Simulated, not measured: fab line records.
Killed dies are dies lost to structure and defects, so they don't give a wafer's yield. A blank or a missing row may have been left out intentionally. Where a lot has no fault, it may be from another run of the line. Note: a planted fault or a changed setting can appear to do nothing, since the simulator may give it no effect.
Which tool was responsible?	flow gf180mcu	Sampling: 11 lots, 33 wafers, 6 of 602 route steps

WHAT EACH GAUGE READ, for each wafer
GF_V1_THK_MEAS_25: measures by xrf.
lot	measured	on	V1_W_THK (nm)
L622	day 18 10:59	filmMetro-02	340 341 344
L624	day 19 10:07	filmMetro-01	345 347 347
L628	day 20 19:08	filmMetro-01	345 344 348
L633	day 22 18:00	filmMetro-04	343 353 354
L636	day 23 22:20	filmMetro-02	346 342 344
L638	day 24 08:31	filmMetro-01	346 346 350
L640	day 24 22:40	filmMetro-02	345 347 340
L641	day 25 04:20	filmMetro-04	348 350 347
L642	day 25 15:05	filmMetro-01	353 354 357
L643	day 25 20:47	filmMetro-04	352 349 344
L644	day 26 04:56	filmMetro-01	337 340 340

GF_M2_RS_MEAS_05: measurement is done with a four-point probe.
lot	measured	on	M2_ALCU_RS (ohm/sq)
L622	day 18 11:34	filmMetro-04	0.0689 0.0688 0.0685
L624	day 19 10:41	filmMetro-04	0.0704 0.0699 0.0700
L628	day 20 19:43	filmMetro-01	0.0701 0.0700 0.0696
L633	day 22 18:37	filmMetro-01	0.0695 0.0696 0.0745
L636	day 23 22:55	filmMetro-01	0.0694 0.0694 0.0693
L638	day 24 09:07	filmMetro-04	0.0693 0.0693 0.0691
L640	day 24 23:29	filmMetro-03	0.0696 0.0698 0.0694
L641	day 25 04:56	filmMetro-03	0.0687 0.0685 0.0690
L642	day 25 16:46	filmMetro-04	0.0693 0.0691 0.0693
L643	day 25 21:22	filmMetro-01	0.0703 0.0697 0.0694
L644	day 26 05:33	filmMetro-04	0.0689 0.0684 0.0682

GF_M2_THK_MEAS_06: measures by xrf.
lot	measured	on	M2_ALCU_THK (nm)
L622	day 18 11:41	filmMetro-04	454 457 458
L624	day 19 10:49	filmMetro-04	446 449 448
L628	day 20 19:50	filmMetro-01	448 451 451
L633	day 22 18:42	filmMetro-01	454 452 422
L636	day 23 23:02	filmMetro-01	451 451 450
L638	day 24 09:14	filmMetro-04	453 454 453
L640	day 24 23:34	filmMetro-03	449 450 453
L641	day 25 05:02	filmMetro-03	456 456 452
L642	day 25 16:52	filmMetro-04	457 454 455
L643	day 25 21:29	filmMetro-01	448 452 453
L644	day 26 05:38	filmMetro-04	458 458 461

WHAT TOOL EACH LOT RAN ON (gives the tool, then ch and the chambers of the sampled wafers, and finally the start)
lot	GF_CONTACT_CMP_04	GF_M1_SPUTTER_01	GF_M2_SPUTTER_02
L622	cmp-02 ch 1,2,3, day 15 10:37	pvdSputter-02, day 16 09:56	pvdSputter-03, day 18 11:28
L624	cmp-01 ch 0,3, day 16 07:31	pvdSputter-02, day 17 07:50	pvdSputter-04, day 19 10:36
L628	cmp-01 ch 0,1,3, day 17 14:44	pvdSputter-01, day 18 16:14	pvdSputter-02, day 20 19:38
L633	cmp-01 ch 2,3, day 19 13:12	pvdSputter-04, day 20 15:00	pvdSputter-02, day 22 18:28
L636	cmp-02 ch 0,2,3, day 20 19:09	pvdSputter-02, day 21 20:41	pvdSputter-04, day 23 22:50
L638	cmp-01 ch 0,3, day 21 06:44	pvdSputter-04, day 22 08:07	pvdSputter-03, day 24 09:00
L640	cmp-02 ch 2,3, day 21 22:51	pvdSputter-04, day 22 23:51	pvdSputter-03, day 24 23:20
L641	cmp-02 ch 0,1,2, day 22 03:23	pvdSputter-01, day 23 04:59	pvdSputter-04, day 25 04:48
L642	cmp-01 ch 0,1,2, day 22 16:05	pvdSputter-02, day 23 16:29	pvdSputter-02, day 25 16:39
L643	cmp-01 ch 1,2,3, day 22 21:10	pvdSputter-02, day 23 22:14	pvdSputter-03, day 25 21:16
L644	cmp-02 ch 0,1,3, day 23 07:33	pvdSputter-02, day 24 07:48	pvdSputter-04, day 26 05:25
- GF_CONTACT_CMP_04: polishes SiO2.
- GF_M1_SPUTTER_01: material TiN, target thk 30 nm, time 25 s.
- GF_M2_SPUTTER_02: material AlCu, target thk 450 nm, time 23.9 s.

AS READ BY THE TOOLS THEMSELVES (means over the sampled wafers that have a number; for cases with no such wafer, the mark the record gives instead)
GF_CONTACT_CMP_04.
lot	tool	motorCurrentA (A)	platenRpm (rpm)	timeToEndpointS (s)
L622	cmp-02	13.3	60.00	111
L624	cmp-01	11.6	59.96	109
L628	cmp-01	11.9	60.04	118
L633	cmp-01	11.3	59.97	121
L636	cmp-02	12.9	59.99	113
L638	cmp-01	12.1	60.00	107
L640	cmp-02	12.6	59.99	113
L641	cmp-02	14.0	60.00	113
L642	cmp-01	12.5	60.01	110
L643	cmp-01	11.5	60.00	101
L644	cmp-02	13.2	60.02	108

GF_M1_SPUTTER_01.
lot	tool	cathodeDcPowerW (W)	throttleValvePct (%)
L622	pvdSputter-02	6499.8	28.8
L624	pvdSputter-02	6499.8	29.1
L628	pvdSputter-01	6499.7	29.6
L633	pvdSputter-04	6501.0	29.1
L636	pvdSputter-02	6499.9	28.7
L638	pvdSputter-04	6501.2	28.4
L640	pvdSputter-04	6500.7	29.6
L641	pvdSputter-01	6500.2	31.1
L642	pvdSputter-02	6499.9	29.9
L643	pvdSputter-02	6499.6	28.7
L644	pvdSputter-02	6498.8	28.8

GF_M2_SPUTTER_02.
lot	tool	cathodeDcPowerW (W)	throttleValvePct (%)
L622	pvdSputter-03	10601	29.1
L624	pvdSputter-04	10599	28.8
L628	pvdSputter-02	10600	29.3
L633	pvdSputter-02	10379	30.1
L636	pvdSputter-04	10600	28.5
L638	pvdSputter-03	10600	29.8
L640	pvdSputter-03	10600	28.8
L641	pvdSputter-04	10600	29.1
L642	pvdSputter-02	10600	28.9
L643	pvdSputter-03	10601	29.3
L644	pvdSputter-04	10598	28.8

THE ANSWER, worked out from the rows above alone
Rule: what is usual is taken from the lots themselves. Put in order of their means at a reading, lots are off if they are a third of the lots or fewer, leave a main group of 4 or more, and stand apart from it by a gap of 3 or more times the standard deviation of the main group's means; of several such gaps the widest counts. If all means in a main group match to the digits the tables above print for the reading, that group is not used. Also off: a lot with no number at a reading for which 4 or more lots have one. Where the step has rows for the other lots, those lots are counted as sound. First the gauges in route order, then the tools' own readings, where a lot's mean is used as printed above. At the first step where some lot is off, the reading lying furthest off is the one used; lots without a number count as furthest.
Off: L633 (GF_M2_SPUTTER_02, cathodeDcPowerW). Main group: mean 10600 W, sd 0.83.
A tool fits if, at that step or a process step before it, it ran every lot that is off, and no sound lot after the first of them. No candidate that was tried fits.

WHAT WAS PUT IN BY THE SIMULATOR
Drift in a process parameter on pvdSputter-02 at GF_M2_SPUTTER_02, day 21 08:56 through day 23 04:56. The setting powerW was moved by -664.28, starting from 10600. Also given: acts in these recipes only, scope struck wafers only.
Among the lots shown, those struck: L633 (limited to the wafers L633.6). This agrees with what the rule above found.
